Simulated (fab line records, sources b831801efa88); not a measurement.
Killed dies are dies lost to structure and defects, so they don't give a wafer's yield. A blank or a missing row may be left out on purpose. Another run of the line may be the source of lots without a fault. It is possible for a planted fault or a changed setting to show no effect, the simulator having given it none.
Matching of chambers | flow sky130 | SKY_CONTACT_CMP_04 on cmp-01: 4 sister chambers
The step polishes SiO2. 4 wafers are shown with their chamber, then 12 later ones without.

== WAFERS, EACH WITH ITS CHAMBER ==
wafer  | chamber | motor current A (A)
L083.6 | 3       | 11.6
L085.5 | 2       | 12.8
L086.3 | 1       | 11.0
L086.6 | 0       | 11.8

== WAFERS WITH NO CHAMBER GIVEN ==
wafer  | motor current A (A)
L089.1 | 12.9
L089.5 | 12.0
L089.6 | 11.7
L091.3 | 11.7
L091.5 | 12.7
L091.6 | 12.0
L093.1 | 11.5
L093.2 | 11.8
L093.4 | 12.2
L097.3 | 12.4
L097.4 | 11.9
L097.5 | 11.9

== THE CHAMBER EACH PASSED THROUGH ==
wafer  | from the rows above          | in truth
L089.1 | 2                            | 2
L089.5 | can't be placed: 0 or 3      | 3
L089.6 | can't be placed: 3 or 0      | 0
L091.3 | can't be placed: 3 or 0      | 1
L091.5 | 2                            | 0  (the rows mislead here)
L091.6 | can't be placed: 0 or 3      | 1
L093.1 | can't be placed: 3 or 0      | 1
L093.2 | can't be placed: 0 or 3      | 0
L093.4 | can't be placed: 0 or 3 or 2 | 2
L097.3 | can't be placed: 2 or 0      | 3
L097.4 | can't be placed: 0 or 3      | 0
L097.5 | can't be placed: 0 or 3      | 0
Correct placement for 1 of the 12. Not placeable from these rows: 10 (in 6, the candidates include the true chamber). Placed wrongly: 1.
How it was worked out, from the rows above alone: a wafer's distance from a chamber is the root of the sum, over the readings, of the square of ((its reading less the chamber's mean) divided by the reading's scatter). If the next closest chamber is less than 2 further off than the closest, the wafer can't be placed; otherwise it belongs to the closest. The mean given for a chamber averages the wafers shown for that chamber. The scatter (one wafer shown for each chamber): square how far every hidden wafer sits from the nearest shown wafer, average those squares and take the square root.
